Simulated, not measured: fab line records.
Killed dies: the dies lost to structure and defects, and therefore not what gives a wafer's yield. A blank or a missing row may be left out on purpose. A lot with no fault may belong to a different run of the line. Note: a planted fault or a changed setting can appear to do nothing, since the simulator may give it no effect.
The tool behind it: which one? || flow sky130 || Sampling: 10 lots, 30 wafers, 3 of 708 route steps

## WHAT EACH GAUGE READ, for each wafer
SKY_POLY_CUT_CD_MEAS_08: the cd target is 270 nm.
{"lot": "L426", "measured": "day 26 21:44", "on": "cd sem-02", "cd nm (nm)": "270.5 270.3 268.9"}
{"lot": "L431", "measured": "day 28 15:46", "on": "cd sem-01", "cd nm (nm)": "269.3 268.4 268.1"}
{"lot": "L432", "measured": "day 28 22:34", "on": "cd sem-02", "cd nm (nm)": "268.8 270.6 271.3"}
{"lot": "L433", "measured": "day 29 09:20", "on": "cd sem-02", "cd nm (nm)": "268.8 267.7 269.4"}
{"lot": "L436", "measured": "day 30 07:35", "on": "cd sem-01", "cd nm (nm)": "265.8 266.7 267.5"}
{"lot": "L437", "measured": "day 30 19:03", "on": "cd sem-02", "cd nm (nm)": "270.6 268.2 270.1"}
{"lot": "L438", "measured": "day 31 05:01", "on": "cd sem-02", "cd nm (nm)": "272.2 272.3 271.1"}
{"lot": "L439", "measured": "day 31 16:52", "on": "cd sem-01", "cd nm (nm)": "269.5 269.6 269.5"}
{"lot": "L440", "measured": "day 32 05:22", "on": "cd sem-02", "cd nm (nm)": "271.7 271.3 270.9"}
{"lot": "L441", "measured": "day 32 08:09", "on": "cd sem-01", "cd nm (nm)": "268.5 269.1 269.1"}

SKY_LI_CONTACT_OVL_MEAS_13.
{"lot": "L426", "measured": "day 31 18:07", "on": "overlay-01", "LI_CONTACT_OVL (nm)": "-2 3 6"}
{"lot": "L431", "measured": "day 33 08:49", "on": "overlay-01", "LI_CONTACT_OVL (nm)": "9 4 -5"}
{"lot": "L432", "measured": "day 33 16:14", "on": "overlay-02", "LI_CONTACT_OVL (nm)": "-6 0 -3"}
{"lot": "L433", "measured": "day 34 02:38", "on": "overlay-02", "LI_CONTACT_OVL (nm)": "-1 -4 -1"}
{"lot": "L436", "measured": "day 34 22:32", "on": "overlay-02", "LI_CONTACT_OVL (nm)": "-6 -7 -9"}
{"lot": "L437", "measured": "day 35 10:44", "on": "overlay-02", "LI_CONTACT_OVL (nm)": "4 2 3"}
{"lot": "L438", "measured": "day 35 19:43", "on": "overlay-02", "LI_CONTACT_OVL (nm)": "-1 -5 -4"}
{"lot": "L439", "measured": "day 36 06:18", "on": "overlay-01", "LI_CONTACT_OVL (nm)": "2 4 8"}
{"lot": "L440", "measured": "day 36 18:05", "on": "overlay-02", "LI_CONTACT_OVL (nm)": "2 -2 -2"}
{"lot": "L441", "measured": "day 36 20:26", "on": "overlay-01", "LI_CONTACT_OVL (nm)": "-6 -3 -4"}

## WHAT TOOL EACH LOT RAN ON (gives the tool, then ch and the chambers of the sampled wafers, and finally the start)
{"lot": "L426", "SKY_SD_P_STRIP_10": "plasma asher-03 ch 0,1, day 28 03:07"}
{"lot": "L431", "SKY_SD_P_STRIP_10": "plasma asher-02 ch 0,1, day 29 20:38"}
{"lot": "L432", "SKY_SD_P_STRIP_10": "plasma asher-04 ch 0,1, day 30 03:14"}
{"lot": "L433", "SKY_SD_P_STRIP_10": "plasma asher-03 ch 1, day 30 13:53"}
{"lot": "L436", "SKY_SD_P_STRIP_10": "plasma asher-04 ch 0,1, day 31 12:22"}
{"lot": "L437", "SKY_SD_P_STRIP_10": "plasma asher-02 ch 0,1, day 31 22:56"}
{"lot": "L438", "SKY_SD_P_STRIP_10": "plasma asher-04 ch 0, day 32 09:17"}
{"lot": "L439", "SKY_SD_P_STRIP_10": "plasma asher-04 ch 0, day 32 20:35"}
{"lot": "L440", "SKY_SD_P_STRIP_10": "plasma asher-04 ch 0,1, day 33 08:53"}
{"lot": "L441", "SKY_SD_P_STRIP_10": "plasma asher-03 ch 0,1, day 33 11:50"}
- SKY_SD_P_STRIP_10: strips in O2/N2.

## AS READ BY THE TOOLS THEMSELVES (means over the sampled wafers that have a number; for cases with no such wafer, the mark the record gives instead)
SKY_SD_P_STRIP_10.
{"lot": "L426", "tool": "plasma asher-03", "drypump motor current A (A)": 5.3, "o2 flow sccm (sccm)": 2997, "oes product au (a.u.)": 0.615, "strip time to endpoint s (s)": 17.52}
{"lot": "L431", "tool": "plasma asher-02", "drypump motor current A (A)": 5.3, "o2 flow sccm (sccm)": 2982, "oes product au (a.u.)": 0.619, "strip time to endpoint s (s)": 17.48}
{"lot": "L432", "tool": "plasma asher-04", "drypump motor current A (A)": 6.2, "o2 flow sccm (sccm)": 2999, "oes product au (a.u.)": 0.616, "strip time to endpoint s (s)": 17.45}
{"lot": "L433", "tool": "plasma asher-03", "drypump motor current A (A)": 5.2, "o2 flow sccm (sccm)": 3010, "oes product au (a.u.)": 0.620, "strip time to endpoint s (s)": 17.50}
{"lot": "L436", "tool": "plasma asher-04", "drypump motor current A (A)": 6.2, "o2 flow sccm (sccm)": 3006, "oes product au (a.u.)": 0.619, "strip time to endpoint s (s)": 17.52}
{"lot": "L437", "tool": "plasma asher-02", "drypump motor current A (A)": 5.7, "o2 flow sccm (sccm)": 3006, "oes product au (a.u.)": 0.616, "strip time to endpoint s (s)": 17.49}
{"lot": "L438", "tool": "plasma asher-04", "drypump motor current A (A)": 6.6, "o2 flow sccm (sccm)": 2988, "oes product au (a.u.)": 0.620, "strip time to endpoint s (s)": 17.46}
{"lot": "L439", "tool": "plasma asher-04", "drypump motor current A (A)": 6.6, "o2 flow sccm (sccm)": 2990, "oes product au (a.u.)": 0.614, "strip time to endpoint s (s)": 17.51}
{"lot": "L440", "tool": "plasma asher-04", "drypump motor current A (A)": 6.2, "o2 flow sccm (sccm)": 2997, "oes product au (a.u.)": 0.614, "strip time to endpoint s (s)": 17.49}
{"lot": "L441", "tool": "plasma asher-03", "drypump motor current A (A)": 5.3, "o2 flow sccm (sccm)": 3001, "oes product au (a.u.)": 0.616, "strip time to endpoint s (s)": 17.48}

## THE ANSWER, worked out from the rows above alone
Rule: usual is defined by the lots themselves. Put in order of their means at a reading, lots are off if they are a third of the lots or fewer, leave a main group of 4 or more, and stand apart from it by a gap of 3 or more times the standard deviation of the main group's means; of several such gaps the widest counts. A main group whose means are all the same, to the digits that the tables above print for the reading, isn't used. Also off: a lot with no number at a reading for which 4 or more lots have one. All remaining lots with rows at the step are treated as sound. After the gauges, taken in route order, come the tools' own readings; for these a lot's mean is taken, as printed above. At the first step where some lot is off, the reading lying furthest off is the one used; lots without a number count as furthest.
Nothing can be told from this: no lot is off at any reading shown.

## WHAT THE SIMULATOR PUT IN
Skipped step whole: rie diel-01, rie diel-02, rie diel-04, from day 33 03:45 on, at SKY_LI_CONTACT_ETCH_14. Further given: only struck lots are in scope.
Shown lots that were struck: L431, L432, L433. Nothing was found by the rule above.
